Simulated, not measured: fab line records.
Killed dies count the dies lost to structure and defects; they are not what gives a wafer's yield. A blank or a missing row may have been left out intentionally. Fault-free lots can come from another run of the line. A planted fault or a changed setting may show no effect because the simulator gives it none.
fab line records	flow gf180mcu
record lots=7	wafers=21	lastDay=34
route steps=602 shown POLY_GATE@161
lots that met no fault: taken from a fault-free run of the same line
startH: the number of hours between the record's first day and the start of the first shown wafer of the lot	waitH: how many hours have passed since the lot's step before this one	" same as the row above	L1.1+2: several wafers, shown together as one row	- no value, or no start given	* or withheld: withheld	< > ~ a bound
route shown NAME@n: NAME is a module with steps in the file, n the number in the route of the first one	usual: the fault-free wafers' mean and standard deviation	same: alike in all rows	chamber/n: place in a boat	sites: per-site readings	_std_site: the values' standard deviation	_edge_site: outer sites' mean less inner sites'	radiusMm: for every site, how far away it sits from the centre of the wafer	mask NAME#n: copy n	behind: the most recent tool/chamber to have shaped the wafer	hold: why the lot went on hold/how many hours it stayed there/how the hold came to an end	device: the n, p or np transistor that did not switch	end of line: the same wafers' tests at the end of the route	a step without rows: its recipe alone	killed: dies lost to structure and defects at the first sort, not the wafer's yield	map: dies across one wafer; x = killed, . = not, _ = none there
set.NAME: the setting that was run; set.NAME@STEP: the one run at that earlier step	model.NAME: the simulator's own value behind a step, which no gauge read
a table for each step, a row for each wafer; lots at some steps of the route
services: the hour from which a tool's chamber was out of use, counted from the record's first day as startH (under 0 if before that day), plus the number of hours and why
## steps
# step GF_POLY_GATE_COAT_04
# recipe resist=BARC	tempC=withheld	timeS=withheld	spinRpm=withheld	resistThkNm=withheld
# step GF_POLY_GATE_COAT_05
# recipe resist=KrF	spinRpm=withheld	resistThkNm=700
# step GF_POLY_GATE_SOFTBAKE_06
# recipe tempC=130	timeS=60	resist=KrF
# step GF_POLY_GATE_EXPOSE_07
# recipe maskId=Poly2	targetCdNm=280	na=0.68	sourceShape=conventional	sigmaOuter=0.6	doseMj=28
# step GF_POLY_GATE_PEB_08
# recipe pebTempC=135	pebTimeS=90	resist=KrF
# step GF_POLY_GATE_DEVELOP_09
# recipe developTimeS=60	resist=KrF	devTempC=21
# step GF_POLY_GATE_CD_MEAS_10
# recipe targetCdNm=280
# usual cdNm=279.7/1.3
lot.wafer	tool	chamber	startH	waitH	cdNm
L987.3	cdSem-02	-	226.74	0.1	280.2
L987.4	"	-	"	"	281.4
L987.6	"	-	"	"	280.7
L997.2	cdSem-02	-	296.23	0.1	278.0
L997.3	"	-	"	"	279.9
L997.6	"	-	"	"	279.2
L998.2	cdSem-02	-	305.03	0.1	279.4
L998.3	"	-	"	"	279.9
L998.6	"	-	"	"	280.6
L999.1	cdSem-01	-	307.81	0.1	279.1
L999.3	"	-	"	"	279.3
L999.5	"	-	"	"	278.6
L100.2	cdSem-02	-	318.82	0.1	280.3
L100.3	"	-	"	"	280.2
L100.4	"	-	"	"	279.5
L104.2	cdSem-01	-	348.18	0.1	279.6
L104.3	"	-	"	"	278.8
L104.4	"	-	"	"	278.2
L106.2	cdSem-01	-	360.25	0.1	279.6
L106.4	"	-	"	"	278.5
L106.6	"	-	"	"	276.9
# step GF_POLY_GATE_OVL_MEAS_11
# usual POLY_GATE_OVL=-5/5.2
lot.wafer	tool	chamber	startH	waitH	POLY_GATE_OVL[nm]
L987.3	overlay-02	-	226.83	0.1	0
L987.4	"	-	"	"	-1
L987.6	"	-	"	"	8
L997.2	overlay-01	-	296.33	0.1	-15
L997.3	"	-	"	"	-10
L997.6	"	-	"	"	-2
L998.2	overlay-02	-	305.13	0.1	3
L998.3	"	-	"	"	-1
L998.6	"	-	"	"	5
L999.1	overlay-01	-	307.93	0.1	-11
L999.3	"	-	"	"	-17
L999.5	"	-	"	"	-12
L100.2	overlay-01	-	318.92	0.1	-7
L100.3	"	-	"	"	-9
L100.4	"	-	"	"	-1
L104.2	overlay-01	-	348.28	0.1	-4
L104.3	"	-	"	"	-8
L104.4	"	-	"	"	-8
L106.2	overlay-01	-	360.35	0.1	4
L106.4	"	-	"	"	-2
L106.6	"	-	"	"	-1
# step GF_POLY_GATE_ETCH_12
# recipe chemistry=N2/H2	targetDepthA=withheld	overetchA=withheld	timeS=withheld	target=BARC	ionEnergyEv=200	sourceW=500	biasW=100	pressureMtorr=30	n2FlowSccm=100	h2FlowSccm=200
# usual drypumpMotorCurrentA=5.7/0.42	oesProductAu=0.737/0.0044	throttleValvePct=13.215/0.0092
lot.wafer	tool	chamber	startH	waitH	drypumpMotorCurrentA	oesProductAu	throttleValvePct
L987.3	rieDiel-03	1	226.85	0.0	6.0	0.732	13.207
L987.4	"	0	"	"	5.5	0.740	13.234
L987.6	"	1	"	"	6.0	0.742	13.210
L997.2	rieDiel-03	2	296.36	0.0	6.4	0.740	13.208
L997.3	"	1	"	"	6.0	0.744	13.206
L997.6	"	3	"	"	5.7	0.743	13.201
L998.2	rieDiel-01	3	305.16	0.0	6.0	0.732	13.214
L998.3	"	2	"	"	5.7	0.736	13.206
L998.6	"	2	"	"	5.6	0.737	13.209
L999.1	rieDiel-04	2	307.96	0.0	5.4	0.736	13.228
L999.3	"	0	"	"	5.2	0.730	13.215
L999.5	"	0	"	"	5.3	0.743	13.207
L100.2	rieDiel-01	2	318.95	0.0	5.6	0.732	13.225
L100.3	"	3	"	"	6.0	0.745	13.220
L100.4	"	1	"	"	5.1	0.739	13.222
L104.2	rieDiel-03	2	348.31	0.0	6.4	0.728	13.215
L104.3	"	0	"	"	5.5	0.730	13.211
L104.4	"	3	"	"	5.7	0.734	13.219
L106.2	rieDiel-04	3	360.38	0.0	6.1	0.743	13.205
L106.4	"	0	"	"	5.3	0.732	13.232
L106.6	"	1	"	"	6.2	0.739	13.203
# step GF_POLY_GATE_ETCH_13
# recipe target=poly-Si	targetDepthNm=198.5	stopOn=SiO2	overEtchFrac=0.403	chemistry=HBr/Cl2	icpW=400	biasW=100	pressureMtorr=10	HBr_flow_sccm=150	Cl2_flow_sccm=50	timeS=69.6
# usual drypumpMotorCurrentA=5.6/0.36	oesProductAu=0.994/0.0063	throttleValvePct=33.684/0.0093
lot.wafer	tool	chamber	startH	waitH	drypumpMotorCurrentA	oesProductAu	rfHoursCounterH	throttleValvePct
L987.3	rieSi-02	0	226.90	-	5.3	0.990	3	33.686
L987.4	"	0	"	"	5.3	0.991	-	33.704
L987.6	"	3	"	"	5.4	0.988	-	33.673
L997.2	rieSi-02	3	296.41	-	5.3	0.980	4	33.696
L997.3	"	2	"	"	6.0	0.992	1	33.679
L997.6	"	1	"	"	5.6	0.991	-	33.690
L998.2	rieSi-01	1	305.21	-	6.2	1.003	1	33.669
L998.3	"	3	"	"	5.9	1.008	2	33.693
L998.6	"	2	"	"	5.2	0.998	-	33.689
L999.1	rieSi-02	2	308.01	-	6.0	0.996	1	33.692
L999.3	"	3	"	"	5.4	0.993	4	33.694
L999.5	"	0	"	"	5.3	1.007	-	33.679
L100.2	rieSi-01	3	319.00	-	5.9	1.006	2	33.671
L100.3	"	0	"	"	5.1	0.993	46	33.678
L100.4	"	1	"	"	6.1	1.004	1	33.687
L104.2	rieSi-01	1	348.36	-	6.1	0.990	1	33.674
L104.3	"	0	"	"	5.1	0.990	47	33.694
L104.4	"	2	"	"	5.2	0.993	13	33.685
L106.2	rieSi-01	0	360.44	-	5.1	0.993	47	33.678
L106.4	"	3	"	"	5.9	0.994	3	33.693
L106.6	"	2	"	"	5.2	1.001	-	33.687
# step GF_POLY_GATE_STRIP_14
# recipe chemistry=O2/N2	powerW=1400	pressureMtorr=1500	platenTempC=250	o2FlowSccm=3000	n2FlowSccm=300	overashFraction=0.5
# usual drypumpMotorCurrentA=5.6/0.31	heaterPowerW=318/17	oesProductAu=0.505/0.0046
lot.wafer	tool	chamber	startH	waitH	drypumpMotorCurrentA	heaterPowerW	oesProductAu	rfHoursCounterH
L987.3	plasmaAsher-04	1	226.99	0.1	5.1	298	0.506	-
L987.4	"	0	"	"	5.4	298	0.509	-
L987.6	"	1	"	"	5.1	284	0.503	-
L997.2	plasmaAsher-04	0	296.47	0.0	5.4	303	0.511	70
L997.3	"	0	"	"	5.4	315	0.499	-
L997.6	"	0	"	"	5.4	310	0.509	-
L998.2	plasmaAsher-04	1	305.27	0.0	5.2	285	0.505	71
L998.3	"	0	"	"	5.4	310	0.505	-
L998.6	"	1	"	"	5.1	288	0.504	-
L999.1	plasmaAsher-01	1	308.07	0.0	5.6	329	0.510	20
L999.3	"	1	"	"	5.6	332	0.492	-
L999.5	"	1	"	"	5.6	339	0.509	-
L100.2	plasmaAsher-02	0	319.06	0.0	5.9	345	0.505	68
L100.3	"	1	"	"	5.9	320	0.508	-
L100.4	"	0	"	"	6.0	337	0.506	-
L104.2	plasmaAsher-01	1	348.42	0.0	5.6	330	0.508	25
L104.3	"	0	"	"	5.6	314	0.510	-
L104.4	"	1	"	"	5.6	329	0.500	-
L106.2	plasmaAsher-04	0	360.49	0.0	5.4	309	0.502	75
L106.4	"	0	"	"	5.4	306	0.505	-
L106.6	"	0	"	"	5.4	311	0.507	-
# step GF_POLY_GATE_CLEAN_15
# recipe chemistry=SC1/SC2	mix=1:4:20	tempC=70	timeS=150	dry=n2Spin
# step GF_POLY_GATE_OXIDATION_16
# recipe tempC=850	ambient=O2	stabiliseS=600	purgeS=300	targetThkA=40	oxTimeS=899
# usual oxTempC=850.0/0.4	oxTempCMax=856.7/1.5	zonePowerCentrePct=17.0/0.32	zonePowerLowerPct=17.1/0.34	zonePowerTopPct=31.6/2.5
lot.wafer	tool	chamber	startH	waitH	oxTempC	oxTempCMax	zonePowerCentrePct	zonePowerLowerPct	zonePowerTopPct
L987.3	furnace-02	0	228.01	0.9	849.6	857.8	16.6	17.1	34.7
L987.4	"	0	"	"	850.2	855.8	16.8	17.3	35.1
L987.6	"	0	"	"	850.6	857.1	16.7	17.4	34.6
L997.2	furnace-01	0	300.48	3.9	850.7	856.7	17.0	16.8	29.1
L997.3	"	0	"	"	849.9	854.7	17.2	16.8	29.4
L997.6	"	0	"	"	850.0	855.2	16.9	16.8	29.5
L998.2	furnace-01	-	311.54	6.1	-	-	-	-	-
L998.3	"	-	"	"	-	-	-	-	-
L998.6	"	-	"	"	-	-	-	-	-
L999.1	furnace-01	-	311.54	3.3	-	-	-	-	-
L999.3	"	-	"	"	-	-	-	-	-
L999.5	"	-	"	"	-	-	-	-	-
L100.2	furnace-02	-	321.31	2.1	-	-	-	-	-
L100.3	"	-	"	"	-	-	-	-	-
L100.4	"	-	"	"	-	-	-	-	-
L104.2	furnace-01	0	349.17	0.6	849.6	856.3	17.2	17.0	29.6
L104.3	"	0	"	"	849.7	855.1	17.2	16.9	30.1
L104.4	"	0	"	"	850.0	856.3	17.5	17.1	29.8
L106.2	furnace-02	0	361.70	1.1	849.8	857.6	16.8	17.4	34.6
L106.4	"	0	"	"	849.7	855.5	16.8	17.3	34.7
L106.6	"	0	"	"	849.9	856.6	16.8	17.5	34.5
## services
tool	chamber	startH	hours	kind
rieSi-02	-	206.29	2.8	pm
furnace-01	-	209.67	4.4	pm
rieSi-01	1	215.33	-	clean
rieSi-01	1	215.33	21.6	scheduledDown
rieSi-01	1	215.33	21.6	ventCycle
rieSi-01	-	230.00	0.1	repair
furnace-01	-	237.84	4.1	pm
rieSi-01	2	249.22	30.7	repair
rieSi-02	-	252.06	1.7	repair
rieDiel-01	1	262.33	8.4	repair
rieSi-02	0	270.91	11.2	repair
rieDiel-04	0	276.72	6.5	repair
furnace-02	-	278.83	3.4	pm
rieDiel-04	-	283.43	14.6	pm
plasmaAsher-01	-	294.28	0.6	repair
rieSi-02	0	298.19	1.4	repair
plasmaAsher-02	-	302.67	2.2	repair
furnace-02	-	314.46	4.0	pm
rieDiel-01	2	326.90	8.1	repair
rieSi-01	0	332.40	4.4	repair
plasmaAsher-04	-	336.16	2.8	repair
plasmaAsher-04	-	338.95	14.6	pm
plasmaAsher-02	-	344.42	1.7	repair
plasmaAsher-01	-	347.28	0.7	repair
## key
firstSign step=GF_POLY_GATE_OXIDATION_16	reading=toolRecord	direction=missing
effect none on later readings
metAt GF_POLY_GATE_OXIDATION_16
struckWafers L998.2,L998.3,L998.6,L999.1,L999.3,L999.5,L100.2,L100.3,L100.4
laterRowsLeftOut L998.2,L998.3,L998.6,L999.1,L999.3,L999.5,L100.2,L100.3,L100.4
sortLeftOut L998.2,L998.3,L998.6,L999.1,L999.3,L999.5,L100.2,L100.3,L100.4
testerLeftOut L998,L999,L100
onsetBetween 300.48 311.54
fault kind=skippedStepWhole	tool=furnace-01,furnace-02	chamber=-	onsetH=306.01	steps=GF_POLY_GATE_OXIDATION_16	scope=struckLotsOnly
# testerLeftOut: of these lots the tester's yield and bins aren't shown, on N5 and GAA mostly nor the transistor test; their killed dies are dies lost to structure and defects alone, not to doping, threshold or leakage, so they don't give the yield
# sortLeftOut: the simulated sort isn't trusted on such a fault, so these wafers' sort isn't shown, and their yield isn't known
# laterRowsLeftOut: the simulator's readings of these wafers behind a module that went badly wrong aren't trusted and aren't shown, but for the sort
